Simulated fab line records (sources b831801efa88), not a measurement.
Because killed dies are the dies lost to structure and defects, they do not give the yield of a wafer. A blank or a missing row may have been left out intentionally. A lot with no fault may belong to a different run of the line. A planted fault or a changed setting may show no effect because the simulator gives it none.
A struck lot beside a sound one / flow sky130 / 43 out of 708 route steps
Sound: wafers L448.2, L448.3, L448.5. Struck: wafers L458.4, L458.5 (left out: L458.2, a lot-mate that was not struck); the cause follows at the end.
Order at every step that has rows: each side's tool, ch and its chambers, its first start. Under that, the readings that differ: sound wafers / struck wafers / difference of the means / sigmas: that difference in standard deviations of wafers without a fault.
alike: same words and numbers on both sides, and readings whose means sit less than 2 such deviations apart. not compared: any withheld reading, any reading some wafer has no value for, any bound like >300 that may hide the same value, and any number with overlapping values for which the record gives no deviation.
The two part at a step that has a row with sigmas, a row that says differs or no value, or rows on one side only. When numbers do not overlap yet have no deviation, they are printed without sigmas and do not part them. Lack of a reading on every wafer of one side parts them only where that side has two or more wafers.

first, 6 steps without rows for these wafers: SKY_METAL4_COAT_07 (resist thk 60 nm); SKY_METAL4_COAT_08 (resist thk 1140 nm); SKY_METAL4_SOFTBAKE_09 (time 90 s); SKY_METAL4_EXPOSE_10 (exposes mask MM4, target cd 300 nm); SKY_METAL4_PEB_11; SKY_METAL4_DEVELOP_12 (develop time 60 s).
SKY_METAL4_CD_MEAS_13: the cd target is 300 nm.
  sound on cd_sem-01, day 44 15:31; struck on cd_sem-02, day 47 01:16
  alike: cd_nm
SKY_METAL4_OVL_MEAS_14:
  sound on overlay-02, day 44 15:38; struck on overlay-02, day 47 01:22
  alike: METAL4_OVL
SKY_METAL4_DESCUM_15: chemistry O2, time 8 s.
  sound on rie_metal-01 ch 0, day 44 15:40; struck on rie_metal-04 ch 1, day 47 01:24
  alike: drypump_motor_current_A, oes_product_au
  not compared: rf_hours_counter_h
then, 1 step without rows for these wafers: SKY_METAL4_ETCH_16 (etches BARC in N2/H2, stops on SiO2, time 88.2 s, target depth 60 nm).
SKY_METAL4_ETCH_17: etches SiO2 in C4F8/O2/Ar, stops on TiN, time 3.9 s, target depth 15 nm.
  sound on rie_diel-04 ch 1,2, day 44 15:47; struck on rie_diel-01 ch 1,3, day 47 01:32
  alike: oes_product_au
then, 1 step without rows for these wafers: SKY_METAL4_METAL_ETCH_18 (etches the open film in Cl2/BCl3, stops on SiO2, target depth 845 nm, time 183.1 s).
SKY_METAL4_STRIP_19: strips in O2/N2.
  sound on plasma_asher-01 ch 0,1, day 44 15:59; struck on plasma_asher-01 ch 1, day 47 01:43
  alike: drypump_motor_current_A, oes_product_au, strip_time_to_endpoint_s
  not compared: rf_hours_counter_h
then, 4 steps without rows for these wafers: SKY_METAL4_STRIP_20 (strips in post etch residue remover, time 1200 s); SKY_METAL4_CLEAN_21 (cleans in IPA, time 180 s); SKY_METAL4_CLEAN_22 (cleans in O3/DIW); SKY_VIA4_HDPCVD_00 (deposits SiO2, target thk 1750 nm, time 291.7 s).
SKY_VIA4_THK_MEAS_01:
  sound on film_metro-03, day 44 16:47; struck on film_metro-02, day 47 02:31
  alike: VIA4_HDPCVD_THK
then, 1 step without rows for these wafers: SKY_VIA4_CMP_02 (polishes SiO2).
SKY_VIA4_BOW_MEAS_03:
  sound on film_metro-04, day 44 17:09; struck on film_metro-02, day 47 03:15
  alike: VIA4_BOW
then, 7 steps without rows for these wafers: SKY_VIA4_DEHYDRATE_04 (time 60 s); SKY_VIA4_HMDS_05 (prime time 60 s); SKY_VIA4_COAT_06 (resist thk 1140 nm); SKY_VIA4_SOFTBAKE_07 (time 60 s); SKY_VIA4_EXPOSE_08 (exposes mask VIM4, target cd 800 nm); SKY_VIA4_PEB_09; SKY_VIA4_DEVELOP_10 (develop time 60 s).
SKY_VIA4_OVL_MEAS_11:
  sound on overlay-01, day 45 13:47; struck on overlay-02, day 47 23:15
  alike: VIA4_OVL
then, 7 steps without rows for these wafers: SKY_VIA4_ETCH_12 (etches SiO2 in C4F8/O2/Ar, stops on TiN, target depth 580 nm); SKY_VIA4_STRIP_13 (strips in O2/N2); SKY_VIA4_STRIP_14 (strips in post etch residue remover, time 1200 s); SKY_VIA4_CLEAN_15 (cleans in IPA, time 180 s); SKY_VIA4_CLEAN_16 (cleans in O3/DIW); SKY_VIA4_SPUTTER_17 (material TiN, target thk 20 nm, time 80 s); SKY_VIA4_CVD_18 (deposits W, target thk 505 nm, time 152.14 s).
SKY_VIA4_RS_MEAS_19: the measuring method here is four-point-probe.
  sound on film_metro-03, day 45 14:45; struck on film_metro-04, day 48 00:11
  alike: VIA4_W_RS
SKY_VIA4_THK_MEAS_20: measures by xrf.
  sound on film_metro-03, day 45 14:52; struck on film_metro-04, day 48 00:18
  alike: VIA4_W_THK
SKY_VIA4_CMP_21: polishes, stops on SiO2, t overpolish 25 s, target thk 0 nm.
  sound on cmp-01 ch 0,1, day 45 14:55; struck on cmp-01 ch 2, day 48 00:21
  alike: motor_current_A, overpolish_run_s, time_to_endpoint_s
then, 2 steps without rows for these wafers: SKY_METAL5_SPUTTER_00 (material Ti, target thk 15 nm, time 10 s); SKY_METAL5_SPUTTER_01 (material TiN, target thk 20 nm, time 16.7 s).
SKY_METAL5_SPUTTER_02: material AlCu, target thk 1150 nm, time 61.2 s.
  sound on pvd_sputter-04, day 45 15:16; struck on pvd_sputter-04, day 48 00:41
  alike: throttle_valve_pct
SKY_METAL5_SPUTTER_03: material Ti, target thk 5 nm, time 3.3 s.
  sound on pvd_sputter-04, day 45 15:19; struck on pvd_sputter-04, day 48 00:45
  alike: throttle_valve_pct
-- the record jumps here: 2 days lie between the struck wafers' starts before and after (it left off in module METAL5 and takes up again in module PAD_OPEN, whose first step shown is number 708 of the route) --
SKY_PAD_OPEN_PROBE_99:
  sound on prober-02, day 48 07:11; struck on prober-02, day 50 08:40
reading=defect_limited_yield (%); sound=81.1 81.9 80.7; struck=72.2 71.3; difference=-9.5; sigmas=-5
reading=killed_at_M4_up; sound=4 4 2; struck=55 50; difference=+49; sigmas=+27
reading=killed_dies; sound=93 89 95; struck=137 141; difference=+47; sigmas=+5
reading=sort_bin_3_pad_short (%); sound=0.2 0.6 0.4; struck=2.6 4.3; difference=+3.1; sigmas=+7
reading=sort_bin_5_function (%); sound=11.4 10.2 12.0; struck=18.9 16.5; difference=+6.5; sigmas=+5
reading=sort_n_pass; sound=399 403 397; struck=355 351; difference=-47; sigmas=-5
reading=sort_yield_pct (%); sound=81.1 81.9 80.7; struck=72.2 71.3; difference=-9.5; sigmas=-5
reading=model.etest.tester.sort_n_pass; sound=399 403 397; struck=355 351; difference=-47; sigmas=
reading=model.etest.tester.sort_yield_pct (%); sound=81.1 81.91 80.69; struck=72.15 71.34; difference=-9.49; sigmas=
reading=model.etest.tester.sort_bin_5_pct (%); sound=11.38 10.16 11.99; struck=18.9 16.46; difference=+6.5; sigmas=
reading=model.etest.tester.sort_bin_3_pct (%); sound=0.2033 0.6098 0.4065; struck=2.642 4.268; difference=+3.048; sigmas=
  alike: killed_at_M0_to_M3, killed_at_contacts, killed_at_front_end, killed_at_other, killed_on_rim, killed_open, killed_short, sort_bin_6_memory

WHERE THEY PART
Only at SKY_PAD_OPEN_PROBE_99, within this record.

WHY: whatever the simulator had introduced
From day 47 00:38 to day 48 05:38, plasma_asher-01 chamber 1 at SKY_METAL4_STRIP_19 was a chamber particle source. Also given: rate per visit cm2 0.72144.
